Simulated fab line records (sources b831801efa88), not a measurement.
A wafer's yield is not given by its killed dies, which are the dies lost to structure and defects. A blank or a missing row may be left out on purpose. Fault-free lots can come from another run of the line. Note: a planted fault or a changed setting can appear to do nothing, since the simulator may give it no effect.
Problem report, 8D (eight disciplines) form, completed by code | flow sfq line | the parts of the form that need people (team, actions taken, sign-off) are left out

1. WHAT WENT WRONG
At SFQ_TRILAYER_I0_CMP_CMP_028, platen rpm averages 66.02 rpm over 4 wafers from 3 lots, while fault-free wafers read 60.00 rpm, standard deviation 0.042. That is +99 or more standard deviations from the usual mean.
The step: polishes SiO2.
Earliest sighting: wafer L358.2 on cmp-01 at day 14 08:04. At this step, 45 wafers from 15 lots have a number in the record. Rule for "out", or "out of limits": more than 4 standard deviations from the usual mean. Any other wafer with a number is counted as sound.

2. WHAT IT IS AND WHAT IT IS NOT
question                    | is                             | is not
which readings at this step | platen rpm                     | motor current A
which lots                  | L358, L359, L361               | L353, L354, L366, L367, L368, L370, L371, L372, L373, L374, L375, L376
which wafers of those lots  | L358.2, L359.3, L361.1, L361.5 | L358.4, L358.6, L359.2, L359.4, L361.3
read on which tools         | cmp-01                         | cmp-02
when                        | from day 14 08:04              | up to then (7 sound wafers); but 34 sound wafers of L358, L359, L361, L366, L367, L368, L370, L371, L372, L373, L374, L375, L376 came after

3. SUSPECTS, AND WHAT RULES EACH OUT
Counting: any tool at a process step up to the reading remains a suspect provided it ran every lot that is out. Sound lots after the first of them don't rule it out here, since some wafers of a struck lot are sound.
- cmp-01 at SFQ_TRILAYER_I0_CMP_CMP_028 (polishes SiO2): kept. It ran every lot that is out, first L358 (day 14 08:04); its last sound lot up to then is L354 (day 12 20:48). Its own readings are out on those wafers: platen rpm.
- At SFQ_TRILAYER_I0_CMP_CMP_028, inside cmp-01: chamber 2 took the wafers that are out, while their sound lot-mates went through chambers 0, 1, 3.
The count leaves cmp-01 at SFQ_TRILAYER_I0_CMP_CMP_028.

4. THE CAUSE (what the simulator had put in)
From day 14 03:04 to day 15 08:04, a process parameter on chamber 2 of cmp-01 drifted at SFQ_TRILAYER_I0_CMP_CMP_028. Setting platen rpm shifted by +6 from 60. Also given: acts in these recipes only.
The count eliminated every tool but this one.

5. SEQUENCE OF EFFECTS, ordered by route
Each row: a reading whose mean over the struck wafers that have a number lies more than 3 standard deviations from the usual. Scope: only readings with a usual standard deviation given in the record; hours: median across lots of the time from each lot's start at the first step in this table that gives one to its start at this step; sigmas: change in usual standard deviations.
hours | step                        | reading    | usual     | on struck wafers | change | sigmas
0     | SFQ_TRILAYER_I0_CMP_CMP_028 | platen rpm | 60.00 rpm | 66.02            | +6.02  | +99 or more
Its process steps:
- SFQ_TRILAYER_I0_CMP_CMP_028: polishes SiO2.
Later measuring or inspecting steps at which every struck wafer that the step has a row for has a number for every such reading, and none has moved that far: SFQ_I3_BOW_MEAS_922.

6. WHAT WOULD HAVE CAUGHT IT SOONER
First out-of-limits reading in this record: day 14 08:04, which is 5 hours after fault onset at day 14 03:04.
